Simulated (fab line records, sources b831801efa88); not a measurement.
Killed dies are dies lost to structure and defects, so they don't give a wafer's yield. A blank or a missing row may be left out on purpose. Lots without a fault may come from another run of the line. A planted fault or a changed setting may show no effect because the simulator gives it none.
Which tool did it? | flow sky130 | 12 lots, 36 wafers sampled, at 7 steps of a route of 708

WHAT THE GAUGES READ, wafer by wafer
SKY_LDD_P_CD_MEAS_07: target cd 380 nm. Usual: cd_nm 379.7 nm, standard deviation 2.3.
lot  | measured     | on        | cd_nm (nm)        | flag
L205 | day 19 23:59 | cd_sem-01 | 383.4 381.5 381.4 |
L209 | day 21 02:25 | cd_sem-02 | 378.2 382.7 381.6 |
L210 | day 21 07:57 | cd_sem-01 | 382.3 382.5 379.8 |
L213 | day 22 20:01 | cd_sem-01 | 380.9 378.5 380.4 |
L214 | day 22 20:43 | cd_sem-01 | 380.6 383.1 380.4 |
L216 | day 23 14:01 | cd_sem-02 | 382.6 380.1 379.4 |
L218 | day 25 01:03 | cd_sem-01 | - - -             | OFF
L222 | day 25 22:54 | cd_sem-01 | 381.9 378.4 377.6 |
L221 | day 26 03:28 | cd_sem-01 | 380.7 381.4 378.6 |
L224 | day 26 13:35 | cd_sem-02 | 380.0 378.9 379.0 |
L225 | day 27 06:52 | cd_sem-02 | 380.5 379.7 379.2 |
L226 | day 27 08:30 | cd_sem-01 | 375.8 378.3 376.9 |

SKY_LDD_P_TW_MEAS_11. Usual: LDD_P_TW 644, standard deviation 7.3.
lot  | measured     | on            | LDD_P_TW    | flag
L205 | day 20 00:23 | film_metro-03 | 641 644 643 |
L209 | day 21 02:49 | film_metro-04 | 652 650 650 |
L210 | day 21 08:22 | film_metro-02 | 642 639 636 |
L213 | day 22 20:23 | film_metro-04 | 649 645 647 |
L214 | day 22 21:07 | film_metro-03 | 646 643 641 |
L216 | day 23 14:25 | film_metro-03 | 640 639 635 |
L218 | day 25 01:28 | film_metro-04 | 31 31 31    | OFF
L222 | day 25 23:19 | film_metro-03 | 645 643 644 |
L221 | day 26 03:52 | film_metro-03 | 638 641 639 |
L224 | day 26 13:59 | film_metro-04 | 654 652 649 |
L225 | day 27 07:14 | film_metro-02 | 632 629 634 |
L226 | day 27 08:55 | film_metro-03 | 639 639 636 |

SKY_LDD_HVP_TW_MEAS_10. Usual: LDD_HVP_TW 456, standard deviation 8.3.
lot  | measured     | on            | LDD_HVP_TW  | flag
L205 | day 22 13:28 | film_metro-01 | 446 443 447 |
L209 | day 23 15:04 | film_metro-01 | 446 449 448 |
L210 | day 23 20:32 | film_metro-01 | 445 447 446 |
L213 | day 25 09:07 | film_metro-01 | 448 448 446 |
L214 | day 25 09:25 | film_metro-01 | 447 449 446 |
L216 | day 26 01:54 | film_metro-03 | 460 458 461 |
L218 | day 27 11:17 | film_metro-03 | 703 707 704 | OFF
L222 | day 28 08:42 | film_metro-03 | 460 460 457 |
L221 | day 28 12:57 | film_metro-01 | 445 445 444 |
L224 | day 29 00:21 | film_metro-01 | 448 445 447 |
L225 | day 29 15:07 | film_metro-03 | 462 461 465 |
L226 | day 29 17:15 | film_metro-03 | 464 462 461 |

SKY_CONTACT_THK_MEAS_03. Usual: CONTACT_HDPCVD_THK 568 nm, standard deviation 6.7.
lot  | measured     | on            | CONTACT_HDPCVD_THK (nm) | flag
L205 | day 31 06:02 | film_metro-01 | 562 561 567             |
L209 | day 32 05:32 | film_metro-01 | 558 568 560             |
L210 | day 32 11:46 | film_metro-02 | 569 568 571             |
L213 | day 33 21:16 | film_metro-02 | 564 572 574             |
L214 | day 33 20:07 | film_metro-01 | 588 575 584             |
L216 | day 34 23:19 | film_metro-03 | 563 556 560             |
L218 | day 35 16:56 | film_metro-01 | 570 574 568             |
L222 | day 36 13:17 | film_metro-01 | 567 575 568             |
L221 | day 36 18:35 | film_metro-01 | 571 578 569             |
L224 | day 37 06:00 | film_metro-01 | 565 565 564             |
L225 | day 37 18:05 | film_metro-02 | 573 570 560             |
L226 | day 37 22:01 | film_metro-01 | 573 560 570             |

SKY_CONTACT_RS_MEAS_25: measures by four-point-probe. Usual: CONTACT_W_RS 0.338 ohm/sq, standard deviation 0.0044.
lot  | measured     | on            | CONTACT_W_RS (ohm/sq) | flag
L205 | day 32 12:02 | film_metro-01 | 0.337 0.340 0.341     |
L209 | day 33 10:14 | film_metro-01 | 0.334 0.334 0.334     |
L210 | day 33 15:55 | film_metro-02 | 0.339 0.339 0.332     |
L213 | day 35 01:52 | film_metro-03 | 0.345 0.344 0.347     |
L214 | day 34 23:36 | film_metro-02 | 0.332 0.335 0.337     |
L216 | day 36 02:43 | film_metro-02 | 0.343 0.339 0.341     |
L218 | day 36 21:22 | film_metro-02 | 0.337 0.329 0.336     |
L222 | day 37 16:34 | film_metro-03 | 0.341 0.342 0.342     |
L221 | day 37 21:19 | film_metro-03 | 0.334 0.333 0.333     |
L224 | day 38 09:17 | film_metro-03 | 0.334 0.334 0.332     |
L225 | day 38 20:37 | film_metro-02 | 0.334 0.331 0.337     |
L226 | day 39 00:32 | film_metro-03 | 0.338 0.338 0.335     |

SKY_METAL1_RS_MEAS_05: measures by four-point-probe. Usual: METAL1_ALCU_RS 0.1266 ohm/sq, standard deviation 0.0016.
lot  | measured     | on            | METAL1_ALCU_RS (ohm/sq) | flag
L205 | day 32 12:40 | film_metro-02 | 0.1244 0.1252 0.1269    |
L209 | day 33 10:52 | film_metro-02 | 0.1274 0.1266 0.1260    |
L210 | day 33 16:32 | film_metro-03 | 0.1239 0.1294 0.1232    |
L213 | day 35 02:29 | film_metro-03 | 0.1276 0.1261 0.1263    |
L214 | day 35 00:13 | film_metro-02 | 0.1289 0.1281 0.1300    |
L216 | day 36 03:20 | film_metro-02 | 0.1250 0.1238 0.1247    |
L218 | day 36 21:59 | film_metro-04 | 0.1266 0.1274 0.1267    |
L222 | day 37 17:20 | film_metro-03 | 0.1288 0.1279 0.1243    |
L221 | day 37 21:56 | film_metro-04 | 0.1229 0.1275 0.1276    |
L224 | day 38 09:55 | film_metro-04 | 0.1290 0.1230 0.1291    |
L225 | day 38 21:14 | film_metro-03 | 0.1264 0.1254 0.1256    |
L226 | day 39 01:09 | film_metro-04 | 0.1247 0.1254 0.1248    |

WHICH TOOL RAN EACH LOT (tool, then ch and the chambers of the sampled wafers, then the start)
lot  | SKY_LDD_P_EXPOSE_04
L205 | iline_stepper-01 ch 0, day 19 09:11
L209 | iline_stepper-02 ch 0, day 20 12:35
L210 | iline_stepper-01 ch 0, day 20 17:50
L213 | iline_stepper-02 ch 0, day 22 05:32
L214 | iline_stepper-02 ch 0, day 22 06:28
L216 | iline_stepper-02 ch 0, day 22 22:58
L218 | iline_stepper-01 ch 0, day 24 10:22
L222 | iline_stepper-01 ch 0, day 25 08:58
L221 | iline_stepper-01 ch 0, day 25 13:08
L224 | iline_stepper-01 ch 0, day 25 23:56
L225 | iline_stepper-02 ch 0, day 26 16:26
L226 | iline_stepper-01 ch 0, day 26 18:25
- SKY_LDD_P_EXPOSE_04: exposes mask PSDM, target cd 380 nm.

WHAT THE TOOLS THEMSELVES READ (means of the sampled wafers that have a number; where no wafer has one, the mark that the record gives instead)
The record holds no such reading with a usual standard deviation.

THE ANSWER, worked out from the rows above alone
Rule: a lot is off if the mean of its wafers that have a number lies more than 3 standard deviations from the usual mean. A lot without any number at a reading at which 4 lots or more have one is off too. The other lots that the step has rows for count as sound. The gauges are gone through in route order, then the tools' own readings, and for those a lot's mean is taken as printed above. The first step at which some lot is off is used, and at that step the reading that is off furthest; a lot without a number counts as furthest.
Off: L218, at SKY_LDD_P_CD_MEAS_07 (cd_nm). Without a number there: L218.
A tool fits if, at a process step before that reading, it ran every lot that is off, and no sound lot after the first of them. The gauges at SKY_LDD_P_CD_MEAS_07 aren't tried: what is off there is off at SKY_LDD_P_TW_MEAS_11 too, on other tools, and a gauge's error can't cause that. None of those tried fits.

WHAT THE SIMULATOR HAD PUT IN
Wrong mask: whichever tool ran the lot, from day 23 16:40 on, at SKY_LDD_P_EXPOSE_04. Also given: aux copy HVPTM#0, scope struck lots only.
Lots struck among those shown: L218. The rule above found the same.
